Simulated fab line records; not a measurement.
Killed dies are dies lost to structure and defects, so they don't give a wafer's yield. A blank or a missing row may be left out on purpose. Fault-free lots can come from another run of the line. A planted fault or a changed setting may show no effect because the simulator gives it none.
Matching of chambers    flow sfq line    SFQ_TRILAYER_I7_DEP_PECVD_183 on pecvd-04 has 3 sister chambers
The step deposits SiO2 from SiH4/N2O, time 111.11 s, target thk 500 nm. 18 wafers are shown with their chamber, then 9 later ones without.

## WAFERS PAIRED WITH THEIR CHAMBERS
wafer   chamber  throttle valve pct (%)  heater power w (W)
L469.2  0        25.4                    64
L469.5  0        25.6                    69
L469.6  1        27.0                    111
L470.1  1        27.0                    109
L470.2  0        25.9                    70
L470.4  0        25.6                    75
L472.2  1        27.1                    103
L472.3  2        23.6                    82
L472.4  1        27.1                    107
L473.4  1        27.1                    103
L473.5  2        23.6                    76
L473.6  0        25.4                    75
L475.3  1        27.2                    108
L475.5  2        23.5                    81
L475.6  1        27.0                    93
L476.1  1        27.3                    104
L476.2  2        23.5                    82
L476.5  1        27.3                    108

SIGNATURES (averages over the wafers above)
reading             chamber 0  chamber 1  chamber 2  scatter within a chamber
throttle valve pct  25.580     27.122     23.550     0.14
heater power w      70.60      105.11     80.25      4.74
Rule: distance of a wafer from a chamber = root of the sum over the readings of ((wafer's reading minus chamber's mean) / reading's scatter) squared. The wafer belongs to the nearest chamber; if the next one is less than 2 further off, it can't be placed. The scatter is the square root of a quotient: the sum, over the shown wafers, of each reading's squared deviation from its chamber's mean, divided by wafers minus chambers.

## WAFERS WITHOUT THEIR CHAMBER
wafer   throttle valve pct (%)  heater power w (W)
L478.3  25.7                    73
L478.5  25.8                    77
L478.6  23.9                    81
L479.2  23.6                    81
L479.5  25.4                    80
L479.6  23.5                    82
L482.1  25.6                    65
L482.2  26.9                    102
L482.6  23.6                    79

## WHICH CHAMBER EACH WENT THROUGH
wafer   from the rows above  in truth
L478.3  0                    0
L478.5  0                    0
L478.6  2                    2
L479.2  2                    2
L479.5  0                    0
L479.6  2                    2
L482.1  0                    0
L482.2  1                    1
L482.6  2                    2
Correct placement for 9 of the 9. Number that these rows cannot place: 0. Number placed wrongly: 0.
